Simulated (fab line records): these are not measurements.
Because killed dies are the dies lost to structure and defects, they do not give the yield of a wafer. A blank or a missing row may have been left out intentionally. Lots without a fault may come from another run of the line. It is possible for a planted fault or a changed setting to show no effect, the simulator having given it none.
Problem report in the 8D (eight disciplines) form, filled by code || flow sky130 || the parts of the form that need people (team, actions taken, sign-off) are left out

1. PROBLEM STATEMENT
Wafers without a fault read 0.854 a.u. with a standard deviation of 0.0044, while oes product au at SKY_LOCAL_INTERCONNECT_ETCH_13 averages 0.806 a.u. across 2 wafers of 1 lot. Relative to the usual mean, that is a shift of -11 standard deviations.
The step: etches BARC in N2/H2, stops on SiO2, time 45.9 s, target depth 60 nm.
The first sign was on wafer L197.2 at day 33 07:05, on rie metal-01. At this step, 14 wafers from 5 lots have a number in the record. Rule for "out" (also "out of limits"): further than 4 standard deviations from the usual mean. All remaining wafers that have a number are taken as sound.

2. WHAT IT IS AND WHAT IT IS NOT
{"question": "which readings at this step", "is": "oes product au, run length s", "is not": "drypump motor current A, h2 flow sccm"}
{"question": "which lots", "is": "L197", "is not": "L188, L193, L204, L209"}
{"question": "which wafers of those lots", "is": "all that have a number", "is not": "-"}
{"question": "read on which tools", "is": "rie metal-01", "is not": "rie metal-03, rie metal-04"}
{"question": "when", "is": "from day 33 07:05", "is not": "up to then (6 sound wafers); but 6 sound wafers of L204, L209 came after"}

3. WHAT RULES OUT EACH SUSPECT
Counting: any tool at a process step up to the reading is kept as a suspect provided that every lot that is out went through it and no sound lot did after the first of them.
- rie metal-01 at SKY_LOCAL_INTERCONNECT_ETCH_13 (etches BARC in N2/H2, stops on SiO2, time 45.9 s, target depth 60 nm): ruled out as a lasting fault. Sound lots L209 ran on it after its first lot that is out, L197 (day 33 07:05).
Left after counting: nothing in the record.

4. THE CAUSE (what the simulator had put in)
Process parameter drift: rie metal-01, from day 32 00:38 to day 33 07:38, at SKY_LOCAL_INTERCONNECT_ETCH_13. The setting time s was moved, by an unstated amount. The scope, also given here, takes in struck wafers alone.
Counting ruled it out, wrongly.

5. THE CHAIN OF EFFECTS, in route order
Each row: a reading where the mean over the struck wafers with a number is more than 3 standard deviations away from the usual. Only readings for which the record gives a usual standard deviation are gone through. hours: the time from each lot's start at the first step in this table that gives one to its start at this step, as a median over the lots. sigmas: the change in usual standard deviations.
{"hours": 0, "step": "SKY_LOCAL_INTERCONNECT_ETCH_13", "reading": "oes product au", "usual": "0.854 a.u.", "on struck wafers": 0.806, "change": -0.047, "sigmas": -11}
{"hours": 0, "step": "SKY_LOCAL_INTERCONNECT_ETCH_13", "reading": "run length s", "usual": "74.1 s", "on struck wafers": 79.9, "change": "+5.8", "sigmas": "+11"}
Its process steps:
- SKY_LOCAL_INTERCONNECT_ETCH_13: etches BARC in N2/H2, stops on SiO2, time 45.9 s, target depth 60 nm.

6. HOW IT WOULD HAVE BEEN CAUGHT EARLIER
The fault began at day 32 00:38; the first out-of-limits reading in this record came at day 33 07:05, 30 hours later.
